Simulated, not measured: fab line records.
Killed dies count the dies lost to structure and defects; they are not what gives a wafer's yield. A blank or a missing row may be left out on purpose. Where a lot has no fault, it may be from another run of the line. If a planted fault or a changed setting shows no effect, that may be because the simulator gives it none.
The tool behind it: which one? ; flow gf180mcu ; Sampling: 13 lots, 36 wafers, 5 of 602 route steps

== WHAT THE GAUGES READ, wafer by wafer ==
GF_POLY_GATE_OVL_MEAS_11.
lot;measured;on;POLY_GATE_OVL (nm)
L772;day 9 06:05;overlay-02;3 3 0
L773;day 9 11:39;overlay-02;-7 -9 4
L774;day 9 19:35;overlay-02;5 14 4
L775;day 9 22:26;overlay-02;7 1 7
L776;day 10 09:05;overlay-01;-6 -8 -5
L777;day 10 17:53;overlay-01;-1 -8 -13
L778;day 10 20:24;overlay-02;0 -2 -16
L779;day 11 03:11;overlay-02;-8 -12 -6
L786;day 13 08:11;overlay-01;2 -1
L787;day 13 14:17;overlay-02;3 -11
L788;day 13 22:05;overlay-02;12 1
L789;day 14 04:29;overlay-02;2 2 3
L795;day 16 02:14;overlay-01;2 -1 6

GF_M1_CD_MEAS_14: the cd target is 230 nm.
lot;measured;on;cd_nm (nm)
L772;day 17 00:49;cd_sem-02;229.0 228.6 228.5
L773;day 17 13:00;cd_sem-02;229.0 229.8 228.5
L774;day 17 20:58;cd_sem-02;229.9 230.4 230.6
L775;day 18 05:22;cd_sem-01;229.9 229.6 230.8
L776;day 18 16:31;cd_sem-01;232.4 233.0 231.6
L777;day 19 02:25;cd_sem-01;229.6 227.6 229.5
L778;day 19 05:45;cd_sem-01;230.0 229.4 229.7
L779;day 19 15:07;cd_sem-01;229.4 230.8 229.9
L786;day 22 07:58;cd_sem-01;229.5 211.9
L787;day 22 13:25;cd_sem-02;228.5 210.2
L788;day 22 21:23;cd_sem-02;213.2 211.6
L789;day 23 03:17;cd_sem-02;230.7 230.6 230.4
L795;day 25 06:39;cd_sem-01;230.0 229.9 230.6

GF_V3_THK_MEAS_03.
lot;measured;on;V3_CVD_02_THK (nm)
L772;day 21 07:35;film_metro-03;836 854 860
L773;day 21 19:31;film_metro-02;856 864 867
L774;day 22 03:14;film_metro-01;840 842 840
L775;day 22 12:11;film_metro-02;848 844 845
L776;day 22 23:31;film_metro-03;846 834 856
L777;day 23 07:23;film_metro-01;839 843 845
L778;day 23 11:48;film_metro-03;853 868 864
L779;day 23 21:05;film_metro-02;842 859 852
L786;day 26 08:02;film_metro-01;840 839
L787;day 26 13:53;film_metro-02;841 840
L788;day 26 19:48;film_metro-01;847 839
L789;day 27 01:03;film_metro-02;844 845 839
L795;day 28 21:28;film_metro-01;858 852 859

== WHICH TOOL RAN EACH LOT (tool, then ch and the chambers of the sampled wafers, then the start) ==
lot;GF_VT_IMPLANT_RTA_45;GF_M1_EXPOSE_11
L772;rtp_anneal-02 ch 0, day 7 13:58;krf_scanner-02 ch 0, day 16 13:50
L773;rtp_anneal-01 ch 0, day 7 22:12;krf_scanner-02 ch 0, day 17 01:48
L774;rtp_anneal-01 ch 0, day 8 05:01;krf_scanner-01 ch 0, day 17 10:05
L775;rtp_anneal-01 ch 0, day 8 07:10;krf_scanner-01 ch 0, day 17 17:46
L776;rtp_anneal-01 ch 0, day 8 15:25;krf_scanner-01 ch 0, day 18 05:28
L777;rtp_anneal-02 ch 0, day 9 00:25;krf_scanner-02 ch 0, day 18 14:26
L778;rtp_anneal-01 ch 0, day 9 03:42;krf_scanner-01 ch 0, day 18 17:38
L779;rtp_anneal-01 ch 0, day 9 10:16;krf_scanner-01 ch 0, day 19 03:01
L786;rtp_anneal-02 ch 0, day 11 11:19;krf_scanner-01 ch 0, day 21 20:32
L787;rtp_anneal-02 ch 0, day 11 18:01;krf_scanner-01 ch 0, day 22 01:58
L788;rtp_anneal-01 ch 0, day 12 00:20;krf_scanner-01 ch 0, day 22 10:29
L789;rtp_anneal-01 ch 0, day 12 06:23;krf_scanner-02 ch 0, day 22 16:15
L795;rtp_anneal-01 ch 0, day 13 22:02;krf_scanner-02 ch 0, day 24 19:19
- GF_VT_IMPLANT_RTA_45: time 30 s.
- GF_M1_EXPOSE_11: exposes mask Metal1, target cd 230 nm.

== AS READ BY THE TOOLS THEMSELVES (means over the sampled wafers that have a number; for cases with no such wafer, the mark the record gives instead) ==
GF_VT_IMPLANT_RTA_45.
lot;tool;lamp_power_pct (%);wafer_temp_C_max
L772;rtp_anneal-02;33;1055.1
L773;rtp_anneal-01;40;1052.8
L774;rtp_anneal-01;40;1054.9
L775;rtp_anneal-01;40;1053.2
L776;rtp_anneal-01;40;1053.7
L777;rtp_anneal-02;33;1055.2
L778;rtp_anneal-01;40;1053.4
L779;rtp_anneal-01;40;1054.7
L786;rtp_anneal-02;33;1054.1
L787;rtp_anneal-02;33;1054.8
L788;rtp_anneal-01;40;1054.2
L789;rtp_anneal-01;40;1054.1
L795;rtp_anneal-01;40;1054.5

GF_M1_EXPOSE_11.
lot;tool;focus_offset_nm (nm)
L772;krf_scanner-02;-0.7
L773;krf_scanner-02;0.1
L774;krf_scanner-01;-0.2
L775;krf_scanner-01;-0.2
L776;krf_scanner-01;-1.1
L777;krf_scanner-02;0.4
L778;krf_scanner-01;0.3
L779;krf_scanner-01;-0.2
L786;krf_scanner-01;0.1
L787;krf_scanner-01;0.2
L788;krf_scanner-01;0.2
L789;krf_scanner-02;-0.7
L795;krf_scanner-02;-0.2

== THE ANSWER, worked out from the rows above alone ==
Rule: the usual values come from the lots themselves. The widest of any qualifying gaps counts: lots, ordered by their means at a reading, are off when they make up no more than a third of the lots, leave a main group of 4 or more, and stand apart from it by 3 or more times the standard deviation of that group's means. A main group is skipped when, at the precision printed for the reading in the tables above, its means are all equal. A lot without any number at a reading at which 4 lots or more have one is off too. Where the step has rows for the other lots, those lots are counted as sound. The gauges are gone through in route order, then the tools' own readings, and for those a lot's mean is taken as printed above. The first step at which some lot is off is used, and at that step the reading that is off furthest; a lot without a number counts as furthest.
Off at GF_M1_CD_MEAS_14 (cd_nm): L786, L787, L788. Main group: mean 230.0 nm, sd 0.98.
A tool fits if, at a process step before that reading, it ran every lot that is off, and no sound lot after the first of them. The gauges at GF_M1_CD_MEAS_14 are tried like those tools. One fits: GF_M1_EXPOSE_11 on krf_scanner-01. Its last sound lot is L779 (day 19 03:01), its first lot that is off L786 (day 21 20:32): a fault that began between those two fits.

== WHAT HAD BEEN PUT IN BY THE SIMULATOR ==
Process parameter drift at GF_M1_EXPOSE_11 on krf_scanner-01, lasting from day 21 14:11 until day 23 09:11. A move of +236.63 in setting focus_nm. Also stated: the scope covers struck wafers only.
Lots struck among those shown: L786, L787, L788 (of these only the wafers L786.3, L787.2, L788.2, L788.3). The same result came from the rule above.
